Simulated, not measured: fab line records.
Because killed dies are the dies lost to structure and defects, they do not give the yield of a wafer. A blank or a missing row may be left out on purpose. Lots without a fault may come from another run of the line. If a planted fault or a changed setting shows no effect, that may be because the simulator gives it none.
fab line records	flow sky130
[record] lots = 6	wafers = 18	lastDay = 49
route steps=708 shown SD_P@322 RES_XHIGH@332 PAD_OPEN@708
lots that met no fault: taken from a fault-free run of the same line
startH: hours from the record's opening day to when the first of the lot's shown wafers began	waitH: hours from the lot's prior step to this one	" identical to the entry in the row above	L1.1+2: a row that stands for several wafers	- either no value or no given start	* or withheld: withheld	< > ~ a bound
route shown NAME@n: names a module that has steps shown in the file, with the first one's number in the route	usual: mean/standard deviation taken from wafers without a fault	same: alike in all rows	chamber/n: place in a boat	sites: each site's reading	_std_site: the values' standard deviation	_edge_site: outer sites' mean less inner sites'	radiusMm: how far each site lies from the wafer's centre	mask NAME#n: copy n	behind: the tool/chamber that last shaped the wafer	hold: why the lot was held/for how many hours/how that ended	device: the transistor (n, p or np) that didn't switch	end of line: the same wafers' tests at the end of the route	where a step has no rows: the recipe by itself	killed: not the wafer's yield, but the dies lost to structure and defects at the first sort	map: dies across one wafer; x = killed, . = not, _ = none there
set.NAME: the setting as run; set.NAME@STEP: as run at that earlier step	model.NAME: the simulator's own value behind a step, which no gauge read
lots seen at some steps along the route; tables by step, rows by wafer
services: when a tool's chamber went out of use (startH, in hours from the record's first day, below 0 if earlier), for how many hours, and the reason
[[steps]]
[step SKY_SD_P_COAT_02]
[recipe] resist = NOVOLAK	spinRpm = 3000	resistThkNm = 1140
[step SKY_SD_P_SOFTBAKE_03]
[recipe] tempC = 90	timeS = 60	resist = NOVOLAK
[step SKY_SD_P_EXPOSE_04]
[recipe] maskId = PSDM	na = 0.6	sourceShape = conventional	sigmaOuter = 0.6	polarization = unpolarized	targetCdNm = 380	doseMj = 138
[step SKY_SD_P_PEB_05]
[recipe] tempC = withheld	timeS = *	resist = NOVOLAK
[step SKY_SD_P_DEVELOP_06]
[recipe] resist = NOVOLAK	developer = TMAH	developTimeS = 60	devTempC = 23
[step SKY_SD_P_CD_MEAS_07]
[recipe] targetCdNm = 380
[usual] cdNm = 380.6/2.5
lot.wafer	tool	chamber	startH	waitH	cdNm
L542.2	cdSem-01	-	580.05	0.1	383.6
L542.3	"	-	"	"	385.1
L542.4	"	-	"	"	385.7
L547.1	cdSem-01	-	622.62	0.1	377.6
L547.2	"	-	"	"	376.4
L547.6	"	-	"	"	375.0
L550.1	cdSem-01	-	657.43	0.1	381.2
L550.3	"	-	"	"	379.1
L550.5	"	-	"	"	380.4
L559.1	cdSem-01	-	721.47	0.1	382.1
L559.3	"	-	"	"	383.6
L559.6	"	-	"	"	381.2
L558.1	cdSem-02	-	724.71	0.1	380.4
L558.3	"	-	"	"	381.2
L558.6	"	-	"	"	379.9
L560.3	cdSem-01	-	730.20	0.1	381.4
L560.5	"	-	"	"	382.5
L560.6	"	-	"	"	382.6
[step SKY_SD_P_OVL_MEAS_08]
[usual] SD_P_OVL = 0.5/1.7
lot.wafer	tool	chamber	startH	waitH	SD_P_OVL[nm]
L542.2	overlay-02	-	580.15	0.1	0.8
L542.3	"	-	"	"	-0.6
L542.4	"	-	"	"	1.4
L547.1	overlay-02	-	622.74	0.1	0.8
L547.2	"	-	"	"	0.1
L547.6	"	-	"	"	-1.2
L550.1	overlay-01	-	657.55	0.1	-1.0
L550.3	"	-	"	"	2.3
L550.5	"	-	"	"	1.1
L559.1	overlay-02	-	721.59	0.1	-0.5
L559.3	"	-	"	"	-0.6
L559.6	"	-	"	"	0.4
L558.1	overlay-02	-	724.83	0.1	0.9
L558.3	"	-	"	"	1.6
L558.6	"	-	"	"	-0.6
L560.3	overlay-01	-	730.30	0.1	2.5
L560.5	"	-	"	"	2.5
L560.6	"	-	"	"	2.1
[step SKY_SD_P_IMPLANT_09]
[recipe] species = BF2	energyKev = 20	doseCm2 = 3e+15	tiltDeg = 0
[step SKY_SD_P_STRIP_10]
[recipe] chemistry = O2/N2	powerW = 1400	pressureMtorr = 1500	platenTempC = withheld	o2FlowSccm = 3000	n2FlowSccm = 300	overashFraction = 0.5
[usual] drypumpMotorCurrentA = 5.8/0.36	oesProductAu = 0.617/0.0044	stripTimeToEndpointS = 17.50/0.032
lot.wafer	tool	chamber	startH	waitH	drypumpMotorCurrentA	oesProductAu	rfHoursCounterH	stripTimeToEndpointS
L542.2	plasmaAsher-02	1	580.33	0.1	5.6	0.617	46	17.50
L542.3	"	1	"	"	5.6	0.613	-	17.46
L542.4	"	0	"	"	5.8	0.616	-	17.51
L547.1	plasmaAsher-02	0	622.93	0.1	5.9	0.615	51	17.53
L547.2	"	1	"	"	5.6	0.621	51	17.51
L547.6	"	0	"	"	5.9	0.618	-	17.47
L550.1	plasmaAsher-04	1	657.73	0.1	5.9	0.611	82	17.48
L550.3	"	1	"	"	5.9	0.613	-	17.49
L550.5	"	0	"	"	5.3	0.613	-	17.47
L559.1	plasmaAsher-04	1	721.78	0.1	5.8	0.616	87	17.46
L559.3	"	0	"	"	5.3	0.615	-	17.46
L559.6	"	0	"	"	5.2	0.619	-	17.52
L558.1	plasmaAsher-04	1	725.02	0.1	5.9	0.617	88	17.48
L558.3	"	1	"	"	5.9	0.623	-	17.52
L558.6	"	1	"	"	5.9	0.622	-	17.57
L560.3	plasmaAsher-03	0	730.50	0.1	6.5	0.615	-	17.47
L560.5	"	0	"	"	6.4	0.622	-	17.53
L560.6	"	1	"	"	6.0	0.616	-	17.47
[step SKY_SD_P_TW_MEAS_11]
[usual] SD_P_TW = 2833/13
lot.wafer	tool	chamber	startH	waitH	SD_P_TW
L542.2	filmMetro-04	-	580.44	0.1	2836
L542.3	"	-	"	"	2838
L542.4	"	-	"	"	2839
L547.1	filmMetro-02	-	623.03	0.1	2824
L547.2	"	-	"	"	2825
L547.6	"	-	"	"	2811
L550.1	filmMetro-02	-	657.83	0.1	2813
L550.3	"	-	"	"	2829
L550.5	"	-	"	"	2818
L559.1	filmMetro-02	-	721.88	0.1	2831
L559.3	"	-	"	"	2842
L559.6	"	-	"	"	2832
L558.1	filmMetro-02	-	725.12	0.1	2859
L558.3	"	-	"	"	2836
L558.6	"	-	"	"	2847
L560.3	filmMetro-04	-	730.59	0.1	2826
L560.5	"	-	"	"	2831
L560.6	"	-	"	"	2826
[step SKY_RES_XHIGH_DEHYDRATE_00]
[recipe] tempC = 200	timeS = 60
[step SKY_RES_XHIGH_HMDS_01]
[recipe] primeTimeS = 60	primeTempC = 120
[step SKY_RES_XHIGH_COAT_02]
[recipe] resist = NOVOLAK	spinRpm = 3000	resistThkNm = 1140
lot.wafer	tool	chamber	startH	waitH	model.NOVOLAK_of_RES_XHIGH_COAT_02.thkNm
L542.2	lithoTrack-03	0	593.75	0.1	1139
L542.3	"	0	"	"	1141
L542.4	"	0	"	"	1140
L547.1	lithoTrack-01	0	638.16	0.1	536.9
L547.2	"	0	"	"	537.7
L547.6	"	0	"	"	537.4
L550.1+5	lithoTrack-01	0	672.56	0.1	536.7
L550.3	"	0	"	"	537.2
L559.1	lithoTrack-03	0	735.08	0.1	1146
L559.3	"	0	"	"	1144
L559.6	"	0	"	"	1147
L558.1	lithoTrack-03	0	738.48	0.1	1142
L558.3	"	0	"	"	1144
L558.6	"	0	"	"	1143
L560.3+5	lithoTrack-01	0	744.36	0.1	1142
L560.6	"	0	"	"	1143
[step SKY_RES_XHIGH_SOFTBAKE_03]
[recipe] tempC = 90	timeS = 60	resist = NOVOLAK
[step SKY_RES_XHIGH_EXPOSE_04]
[recipe] maskId = URPM	na = 0.6	sourceShape = conventional	sigmaOuter = 0.6	polarization = unpolarized	targetCdNm = 1270	doseMj = 140
[step SKY_RES_XHIGH_PEB_05]
[recipe] tempC = withheld	timeS = *	resist = NOVOLAK
[step SKY_RES_XHIGH_DEVELOP_06]
[recipe] resist = NOVOLAK	developer = TMAH	developTimeS = 60	devTempC = 23
lot.wafer	tool	chamber	startH	waitH	model.NOVOLAK_of_RES_XHIGH_COAT_02.thkNm
L542.2	lithoTrack-04	0	610.04	0.1	1139
L542.3+4	"	0	"	"	1140
L547.1	lithoTrack-04	0	652.36	0.1	536.5
L547.2	"	0	"	"	537.3
L547.6	"	0	"	"	537
L550.1+5	lithoTrack-03	0	686.88	0.1	536.3
L550.3	"	0	"	"	536.8
L559.1+6	lithoTrack-03	0	748.43	0.1	1146
L559.3	"	0	"	"	1144
L558.1	lithoTrack-03	0	752.23	0.1	1142
L558.3	"	0	"	"	1144
L558.6	"	0	"	"	1143
L560.3	lithoTrack-04	0	758.81	0.1	1141
L560.5+6	"	0	"	"	1142
[step SKY_RES_XHIGH_IMPLANT_07]
[recipe] species = BF2	energyKev = 20	doseCm2 = 3.6e+14	tiltDeg = 0
[step SKY_RES_XHIGH_STRIP_08]
[recipe] chemistry = O2/N2	powerW = 1400	pressureMtorr = 1500	platenTempC = withheld	o2FlowSccm = 3000	n2FlowSccm = 300	overashFraction = 0.5
[usual] drypumpMotorCurrentA = 6.1/0.35	oesProductAu = 0.710/0.0046	stripTimeToEndpointS = 14.29/0.038
lot.wafer	tool	chamber	startH	waitH	drypumpMotorCurrentA	oesProductAu	rfHoursCounterH	stripTimeToEndpointS
L542.2	plasmaAsher-01	0	610.31	0.1	6.4	0.707	93	14.25
L542.3	"	0	"	"	6.4	0.718	-	14.28
L542.4	"	1	"	"	6.0	0.712	-	14.28
L547.1	plasmaAsher-01	0	652.66	0.1	6.4	0.522	97	7.21
L547.2	"	1	"	"	5.9	0.526	97	7.23
L547.6	"	1	"	"	5.9	0.525	-	7.24
L550.1	plasmaAsher-03	0	687.18	0.1	6.4	0.527	25	7.21
L550.3	"	0	"	"	6.4	0.528	-	7.22
L550.5	"	0	"	"	6.4	0.530	-	7.22
L559.1	plasmaAsher-04	1	748.73	0.1	5.9	0.715	90	14.36
L559.3	"	0	"	"	5.3	0.708	-	14.32
L559.6	"	0	"	"	5.3	0.709	-	14.35
L558.1	plasmaAsher-01	1	752.53	0.1	5.9	0.712	1	14.29
L558.3	"	0	"	"	6.4	0.704	-	14.32
L558.6	"	0	"	"	6.4	0.714	-	14.31
L560.3	plasmaAsher-03	0	759.10	0.1	6.4	0.716	-	14.29
L560.5	"	1	"	"	6.0	0.711	-	14.28
L560.6	"	0	"	"	6.4	0.709	-	14.30
[step SKY_RES_XHIGH_TW_MEAS_09]
[usual] RES_XHIGH_TW = 1642/7.8
lot.wafer	tool	chamber	startH	waitH	RES_XHIGH_TW
L542.2	filmMetro-02	-	610.42	0.1	1622
L542.3	"	-	"	"	1629
L542.4	"	-	"	"	1634
L547.1	filmMetro-02	-	652.76	0.1	1635
L547.2	"	-	"	"	1633
L547.6	"	-	"	"	1636
L550.1	filmMetro-01	-	687.28	0.1	1650
L550.3	"	-	"	"	1653
L550.5	"	-	"	"	1653
L559.1	filmMetro-02	-	748.83	0.1	1642
L559.3	"	-	"	"	1644
L559.6	"	-	"	"	1646
L558.1	filmMetro-04	-	752.63	0.1	1635
L558.3	"	-	"	"	1648
L558.6	"	-	"	"	1650
L560.3	filmMetro-02	-	759.18	0.1	1635
L560.5	"	-	"	"	1647
L560.6	"	-	"	"	1641
[step SKY_PAD_OPEN_PROBE_99]
[usual] killed_at_M0_to_M3 = 44/7.1	killed_at_M4_up = 3.3/1.8	killedAtContacts = 24/5.1	killedAtFrontEnd = 16/4.7	killedAtOther = 0.3/0.52	killedDies = 87/9.7	killedOpen = 47/6.8	killedShort = 39/6.7
[same] grossDies = 492	killedAtBackSide = 0
lot.wafer	tool	chamber	startH	waitH	killed_at_M0_to_M3	killed_at_M4_up	killedAtContacts	killedAtFrontEnd	killedAtOther	killedDies	killedOpen	killedShort
L542.2	prober-01	-	1071.28	0.1	41	5	27	15	0	88	61	26
L542.3	prober-01	-	1071.33	0.2	53	5	29	15	0	102	60	42
L542.4	prober-01	-	1071.38	0.2	53	4	33	11	0	101	56	44
L547.1	prober-01	-	1102.70	0.1	46	3	32	15	0	96	54	42
L547.2	prober-01	-	1102.75	0.1	44	1	12	13	0	70	41	28
L547.6	prober-01	-	1102.95	0.2	52	2	14	17	0	85	41	44
L550.1	prober-02	-	1125.68	0.1	48	8	19	16	2	93	53	39
L550.3	prober-02	-	1125.78	0.2	48	4	21	9	0	82	44	37
L550.5	prober-02	-	1125.88	0.2	50	5	30	14	0	99	62	36
L559.1	prober-01	-	1168.03	0.1	30	2	28	13	0	73	44	29
L559.3	prober-01	-	1168.13	0.2	38	4	29	15	0	86	49	37
L559.6	prober-01	-	1168.28	0.2	42	5	22	12	0	81	47	34
L558.1	prober-01	-	1171.47	0.1	46	5	25	14	0	90	55	35
L558.3	prober-01	-	1171.57	0.2	45	3	31	12	1	92	51	41
L558.6	prober-01	-	1171.72	0.2	52	8	14	10	0	84	42	42
L560.3	prober-02	-	1172.57	0.2	39	3	32	14	0	88	45	43
L560.5	prober-02	-	1172.67	0.2	33	2	15	14	0	64	42	22
L560.6	prober-02	-	1172.72	0.2	43	2	21	14	0	80	41	39
// killed by level:class
L542.2 CONTACT:geometricParticle:open=15 VIA2:geometricParticle:open=9 VIA1:geometricParticle:open=8 VIA3:geometricParticle:open=7 FIELD_ISO:geometricParticle:open=5 SPACER:geometricParticle:open=4 METAL2:geometricParticle:short=4 METAL1:geometricParticle:short=4
L542.3 VIA1:geometricParticle:open=16 LI_CONTACT:geometricParticle:open=12 CONTACT:geometricParticle:open=9 METAL2:geometricParticle:short=8 VIA2:geometricParticle:open=7 VIA1:geometricParticle:short=6 METAL1:geometricParticle:short=5 VIA3:geometricParticle:open=5
L542.4 LI_CONTACT:geometricParticle:open=14 CONTACT:geometricParticle:open=11 METAL2:geometricParticle:short=9 VIA1:geometricParticle:open=7 VIA2:geometricParticle:open=7 VIA2:geometricParticle:short=6 FIELD_ISO:geometricParticle:short=4 FIELD_ISO:geometricParticle:open=4
L547.1 VIA1:geometricParticle:open=13 LI_CONTACT:geometricParticle:open=13 CONTACT:geometricParticle:open=9 VIA2:geometricParticle:open=8 LI_CONTACT:geometricParticle:short=6 VIA1:geometricParticle:short=6 FIELD_ISO:geometricParticle:short=4 POLY_GATE:geometricParticle:short=4
L547.2 VIA1:geometricParticle:open=11 VIA2:geometricParticle:open=7 POLY_GATE:geometricParticle:open=6 METAL1:geometricParticle:short=5 VIA3:geometricParticle:open=5 VIA2:geometricParticle:short=4 LI_CONTACT:geometricParticle:open=4 CONTACT:geometricParticle:short=3
L547.6 METAL1:geometricParticle:short=9 VIA1:geometricParticle:open=9 VIA3:geometricParticle:open=8 CONTACT:geometricParticle:open=7 METAL2:geometricParticle:short=6 VIA1:geometricParticle:short=6 FIELD_ISO:geometricParticle:open=5 FIELD_ISO:geometricParticle:short=4
L550.1 VIA1:geometricParticle:open=16 CONTACT:geometricParticle:open=10 METAL2:geometricParticle:short=8 VIA2:geometricParticle:open=7 POLY_GATE:geometricParticle:short=5 METAL4:geometricParticle:short=5 FIELD_ISO:geometricParticle:open=4 LOCAL_INTERCONNECT:geometricParticle:short=4
L550.3 CONTACT:geometricParticle:open=8 VIA2:geometricParticle:open=8 VIA1:geometricParticle:open=7 VIA3:geometricParticle:open=6 VIA1:geometricParticle:short=6 METAL2:geometricParticle:short=5 LOCAL_INTERCONNECT:geometricParticle:short=4 METAL1:geometricParticle:short=4
L550.5 VIA1:geometricParticle:open=21 CONTACT:geometricParticle:open=14 LI_CONTACT:geometricParticle:open=6 CONTACT:geometricParticle:short=5 VIA3:geometricParticle:open=5 FIELD_ISO:geometricParticle:short=4 METAL4:geometricParticle:short=4 SPACER:geometricParticle:open=4
L559.1 LI_CONTACT:geometricParticle:open=12 CONTACT:geometricParticle:open=9 VIA1:geometricParticle:open=8 METAL1:geometricParticle:short=5 CONTACT:geometricParticle:short=4 VIA2:geometricParticle:open=4 VIA3:geometricParticle:open=4 POLY_GATE:geometricParticle:short=3
L559.3 CONTACT:geometricParticle:open=11 LI_CONTACT:geometricParticle:open=9 VIA1:geometricParticle:open=8 POLY_GATE:geometricParticle:open=7 METAL1:geometricParticle:short=6 LI_CONTACT:geometricParticle:short=5 VIA1:geometricParticle:short=4 VIA3:geometricParticle:open=4
L559.6 CONTACT:geometricParticle:open=8 VIA2:geometricParticle:open=8 VIA3:geometricParticle:open=8 LI_CONTACT:geometricParticle:open=7 POLY_GATE:geometricParticle:open=6 LOCAL_INTERCONNECT:geometricParticle:short=6 VIA1:geometricParticle:open=6 METAL2:geometricParticle:short=6
L558.1 LI_CONTACT:geometricParticle:open=11 VIA1:geometricParticle:open=10 VIA2:geometricParticle:open=9 CONTACT:geometricParticle:open=7 POLY_GATE:geometricParticle:open=5 LOCAL_INTERCONNECT:geometricParticle:short=5 METAL2:geometricParticle:short=5 VIA1:geometricParticle:short=5
L558.3 LI_CONTACT:geometricParticle:open=14 VIA1:geometricParticle:open=14 CONTACT:geometricParticle:open=8 CONTACT:geometricParticle:short=7 METAL1:geometricParticle:short=7 VIA3:geometricParticle:open=6 METAL2:geometricParticle:short=5 VIA3:geometricParticle:short=4
L558.6 VIA1:geometricParticle:open=9 METAL1:geometricParticle:short=7 VIA2:geometricParticle:open=7 LI_CONTACT:geometricParticle:open=6 VIA1:geometricParticle:short=6 VIA3:geometricParticle:open=5 FIELD_ISO:geometricParticle:short=4 METAL1:geometricParticle:open=4
L560.3 VIA1:geometricParticle:open=10 LI_CONTACT:geometricParticle:open=8 CONTACT:geometricParticle:short=8 LI_CONTACT:geometricParticle:short=7 CONTACT:geometricParticle:open=5 VIA1:geometricParticle:short=5 METAL2:geometricParticle:short=5 POLY_GATE:geometricParticle:short=4
L560.5 VIA1:geometricParticle:open=7 VIA3:geometricParticle:open=7 CONTACT:geometricParticle:open=6 VIA2:geometricParticle:open=6 FIELD_ISO:geometricParticle:open=4 LI_CONTACT:geometricParticle:open=4 FIELD_ISO:geometricParticle:short=3 POLY_GATE:geometricParticle:short=3
L560.6 VIA1:geometricParticle:open=10 VIA1:geometricParticle:short=9 VIA2:geometricParticle:open=9 CONTACT:geometricParticle:open=7 LOCAL_INTERCONNECT:geometricParticle:short=5 FIELD_ISO:geometricParticle:short=4 CONTACT:geometricParticle:short=4 VIA3:geometricParticle:open=4
[[services]]
tool	chamber	startH	hours	kind
plasmaAsher-04	-	564.62	14.6	pm
plasmaAsher-03	-	596.08	0.3	repair
plasmaAsher-02	-	597.09	2.9	repair
plasmaAsher-03	-	642.81	1.4	repair
plasmaAsher-03	-	659.61	1.0	repair
plasmaAsher-04	-	669.30	2.4	repair
plasmaAsher-01	-	724.13	1.9	repair
plasmaAsher-01	-	733.78	9.0	pm
plasmaAsher-01	0	733.78	9.0	ventCycle
plasmaAsher-01	1	733.78	9.0	ventCycle
plasmaAsher-01	0	742.78	-	clean
plasmaAsher-01	1	742.78	-	clean
[[key]]
[firstSign] step = SKY_RES_XHIGH_STRIP_08	reading = stripTimeToEndpointS	direction = down	sigmas = 99+	usual = *	struck = *
[effect] step = SKY_RES_XHIGH_STRIP_08	reading = oesProductAu	direction = down	sigmas = 40	usual = 0.710	struck = 0.526
[modelEffect] step = SKY_RES_XHIGH_COAT_02	value = NOVOLAK_of_RES_XHIGH_COAT_02.thkNm	without = 1143	struck = 537.1
[modelEffect] step = SKY_RES_XHIGH_DEVELOP_06	value = NOVOLAK_of_RES_XHIGH_COAT_02.thkNm	without = 1143	struck = 536.7
metAt SKY_RES_XHIGH_COAT_02
struckWafers L547.1,L547.2,L547.6,L550.1,L550.3,L550.5
testerLeftOut L547,L550
[fault] kind = processParameterDrift	tool = lithoTrack-01	chamber = -	onsetH = 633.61	steps = SKY_RES_XHIGH_COAT_02	channel = resistThkNm	offset = -604.36	shape = step	endH = 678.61	actsIn = theseRecipesOnly	stated = 1140
// testerLeftOut: of these lots the tester's yield and bins aren't shown, on N5 and GAA mostly nor the transistor test; their killed dies are dies lost to structure and defects alone, not to doping, threshold or leakage, so they don't give the yield
